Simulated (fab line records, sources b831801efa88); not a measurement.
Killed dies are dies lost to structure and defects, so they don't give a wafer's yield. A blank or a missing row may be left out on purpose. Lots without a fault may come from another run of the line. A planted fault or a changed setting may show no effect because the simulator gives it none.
A struck lot beside a sound one | flow sky130 | 17 steps out of a route of 708
Sound: wafers L222.1, L222.3, L222.6. Struck: wafers L227.4, L227.5, L227.6. The cause comes at the end.
At each step with rows: each side's tool, then ch and its chambers, then its first start. Under that, the readings that differ: sound wafers | struck wafers | difference of the means | sigmas: that difference in standard deviations of wafers without a fault.
alike: readings whose means differ by less than 2 such deviations, and words and numbers that are the same on both sides. not compared: withheld readings, readings that some wafer has no value for, bounds like >300 that may hide the same value, and numbers for which the record gives no deviation and whose values overlap.
The two part at a step that has a row with sigmas, a row that says differs or no value, or rows on one side only. Numbers that don't overlap but have no deviation are shown without sigmas and don't part them. A reading that every wafer of one side lacks parts them only if that side has two wafers or more.

SKY_LDD_HVP_TW_MEAS_10:
  sound on film_metro-02, day 22 06:40; struck on film_metro-02, day 24 07:56
  alike: LDD_HVP_TW
then, 7 steps without rows for these wafers: SKY_LDD_LDN_DEHYDRATE_00 (time 60 s); SKY_LDD_LDN_HMDS_01 (prime time 60 s); SKY_LDD_LDN_COAT_02 (resist thk 1140 nm); SKY_LDD_LDN_SOFTBAKE_03 (time 60 s); SKY_LDD_LDN_EXPOSE_04 (exposes mask LDNTM, target cd 700 nm); SKY_LDD_LDN_PEB_05; SKY_LDD_LDN_DEVELOP_06 (develop time 60 s).
SKY_LDD_LDN_OVL_MEAS_07:
  sound on overlay-02, day 23 12:23; struck on overlay-02, day 25 14:12
  alike: LDD_LDN_OVL
then, 3 steps without rows for these wafers: SKY_LDD_LDN_IMPLANT_08; SKY_LDD_LDN_IMPLANT_09; SKY_LDD_LDN_IMPLANT_10.
SKY_LDD_LDN_IMPLANT_11:
  sound on implanter-01 ch 0, day 23 12:53; struck on implanter-02 ch 0, day 25 14:44
  reading                   | sound             | struck         | difference | sigmas
  implant_ion_amu           | 75 75 75          | 31 31 31       | -44        |
  model.implant.rp_nm (nm)  | 12.88 12.88 12.88 | 22.7 22.7 22.7 | +9.8       |
  model.implant.drp_nm (nm) | 5.933 5.933 5.933 | 10.9 10.9 10.9 | +5.0       |
  alike: beam_on_s
SKY_LDD_LDN_STRIP_12: strips in O2/N2.
  sound on plasma_asher-02 ch 0, day 23 13:02; struck on plasma_asher-03 ch 0,1, day 25 14:51
  reading                      | sound             | struck            | difference | sigmas
  strip_time_to_endpoint_s (s) | 14.15 14.13 14.14 | 14.19 14.24 14.26 | +0.09      | +2
  alike: chamber_pressure_mTorr, drypump_motor_current_A, oes_product_au
  not compared: rf_hours_counter_h
SKY_LDD_LDN_TW_MEAS_13:
  sound on film_metro-03, day 23 13:08; struck on film_metro-04, day 25 14:56
  alike: LDD_LDN_TW
then, 1 step without rows for these wafers: SKY_LDD_LDN_CLEAN_14 (cleans in SC1/SC2, time 150 s).
-- the record jumps here: 22 days lie between the struck wafers' starts before and after (it left off in module LDD_LDN and takes up again in module PAD_OPEN, whose first step shown is number 708 of the route) --
SKY_PAD_OPEN_PROBE_99:
  sound on prober-01, day 46 07:58; struck on prober-02, day 47 12:11
  reading                                     | sound                   | struck                 | difference | sigmas
  killed_at_contacts                          | 27 25 16                | 42 38 20               | +11        | +2
  killed_dies                                 | 83 85 66                | 103 101 87             | +19        | +2
  model.etest.tip_sonos.rs_ohm_sq             | 2696 2674 2707          | 1885 1878 1905         | -803       |
  model.etest.sonos_uncharged.r_on_ohm_um     | 816.7 809.2 801.5       | 743.8 765.2 755.1      | -54.4      |
  model.etest.sonos_programmed.off_log10_a_um | -14.09 -13.93 -13.91    | -10.62 -11.39 -11.95   | +2.66      |
  model.etest.sonos_programmed.vt_v (V)       | 1.458 1.393 1.434       | 1.289 1.269 1.383      | -0.115     |
  model.etest.sonos_uncharged.vt_v (V)        | -0.4138 -0.4256 -0.4285 | -0.617 -0.5605 -0.5723 | -0.161     |
  model.etest.sonos_baked.vt_v (V)            | 0.9408 0.9204 0.8825    | 0.7881 0.7809 0.835    | -0.1132    |
  model.etest.sonos_erased.vt_v (V)           | -2.245 -2.239 -2.257    | -2.442 -2.43 -2.468    | -0.200     |
  alike: killed_at_M0_to_M3, killed_at_M4_up, killed_at_front_end, killed_at_other, killed_open, killed_short

WHERE THEY PART
First at SKY_LDD_LDN_STRIP_12; last, within this record, at SKY_PAD_OPEN_PROBE_99.

WHY: what the simulator had put in
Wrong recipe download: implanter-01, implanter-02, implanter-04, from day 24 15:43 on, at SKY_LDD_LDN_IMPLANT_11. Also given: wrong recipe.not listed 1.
